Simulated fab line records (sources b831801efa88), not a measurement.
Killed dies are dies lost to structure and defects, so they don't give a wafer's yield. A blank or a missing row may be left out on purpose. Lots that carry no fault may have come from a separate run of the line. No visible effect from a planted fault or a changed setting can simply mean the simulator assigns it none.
Struck lot and sound lot, side by side + flow sky130 + 15 steps out of a route of 708
Sound: these wafers, L799.1, L799.3, L799.4. Wafers struck: L811.2, L811.3, L811.5. The cause is given at the end.
At each step with rows: each side's tool, then ch and its chambers, then its first start. Under that, the readings that differ: sound wafers + struck wafers + difference of the means + sigmas: that difference in standard deviations of wafers without a fault.
alike: same words and numbers on both sides, and readings whose means sit less than 2 such deviations apart. not compared: any withheld reading, any reading some wafer has no value for, any bound like >300 that may hide the same value, and any number with overlapping values for which the record gives no deviation.
A row with sigmas, a row that says differs or no value, or rows on one side alone: a step with any of these is where the two part. Non-overlapping numbers with no deviation appear without sigmas and do not part them. A reading missing from all wafers of one side parts the sides only when that side holds two or more wafers.

SKY_VIA1_OVL_MEAS_13:
  struck on overlay-01, day 38 05:37; sound on overlay-01, day 34 05:42
  alike: VIA1_OVL
then, 1 step without rows for these wafers: SKY_VIA1_ETCH_14 (etches BARC in N2/H2, stops on SiO2, time 45.9 s, target depth 60 nm).
SKY_VIA1_ETCH_15: etches SiO2 in C4F8/O2/Ar, stops on TiN, target depth 351 nm, time 54 s.
  sound on rie_diel-02 ch 1,2,3, day 34 05:46; struck on rie_diel-02 ch 0,1,3, day 38 05:42
  alike: oes_product_au
  not compared: rf_hours_counter_h
SKY_VIA1_STRIP_16: strips in O2/N2.
  sound on plasma_asher-02 ch 0,1, day 34 05:49; struck on plasma_asher-02 ch 0,1, day 38 05:44
  alike: drypump_motor_current_A, oes_product_au, strip_time_to_endpoint_s
  not compared: rf_hours_counter_h
then, 3 steps without rows for these wafers: SKY_VIA1_STRIP_17 (strips in post etch residue remover, time 1200 s); SKY_VIA1_CLEAN_18 (cleans in IPA, time 180 s); SKY_VIA1_CLEAN_19 (cleans in O3/DIW).
SKY_VIA1_SPUTTER_20: material TiN, target thk 20 nm, time 80 s.
  struck on pvd_sputter-04, day 38 06:20; sound on pvd_sputter-02, day 34 06:25
  alike: chamber_pressure_pa, throttle_valve_pct
then, 1 step without rows for these wafers: SKY_VIA1_CVD_21 (deposits W, target thk 270 nm, time 80.902 s).
SKY_VIA1_RS_MEAS_22: the measuring method here is four-point-probe.
  struck on film_metro-04, day 38 06:31; sound on film_metro-04, day 34 06:34
  alike: VIA1_W_RS
SKY_VIA1_THK_MEAS_23: measures by xrf.
  struck on film_metro-04, day 38 06:37; sound on film_metro-04, day 34 06:41
  alike: VIA1_W_THK
SKY_VIA1_CMP_24: polishes, stops on SiO2, t overpolish 15 s, target thk 0 nm.
  sound on cmp-02 ch 0,1,3, day 34 06:45; struck on cmp-02 ch 0,1,2, day 38 06:43
  alike: motor_current_A, overpolish_run_s, time_to_endpoint_s
SKY_METAL2_SPUTTER_00: material Ti, target thk 15 nm, time 10 s.
  struck on pvd_sputter-01, day 38 06:58; sound on pvd_sputter-04, day 34 07:03
| reading                                   | sound             | struck            | difference | sigmas |
|-------------------------------------------|-------------------|-------------------|------------|--------|
| model.Ti_of_METAL2_SPUTTER_00.thk_nm (nm) | 14.65 14.54 14.61 | 21.94 21.78 21.69 | +7.20      |        |
  alike: chamber_pressure_pa, throttle_valve_pct
SKY_METAL2_SPUTTER_01: material TiN, target thk 20 nm, time 16.7 s.
  struck on pvd_sputter-01, day 38 06:59; sound on pvd_sputter-04, day 34 07:04
  alike: chamber_pressure_pa, throttle_valve_pct
following that, these wafers have no rows for 1 step: SKY_PAD_OPEN_PROBE_99.

## WHERE THEY PART
Nowhere in this record.

WHY: what had been put in by the simulator
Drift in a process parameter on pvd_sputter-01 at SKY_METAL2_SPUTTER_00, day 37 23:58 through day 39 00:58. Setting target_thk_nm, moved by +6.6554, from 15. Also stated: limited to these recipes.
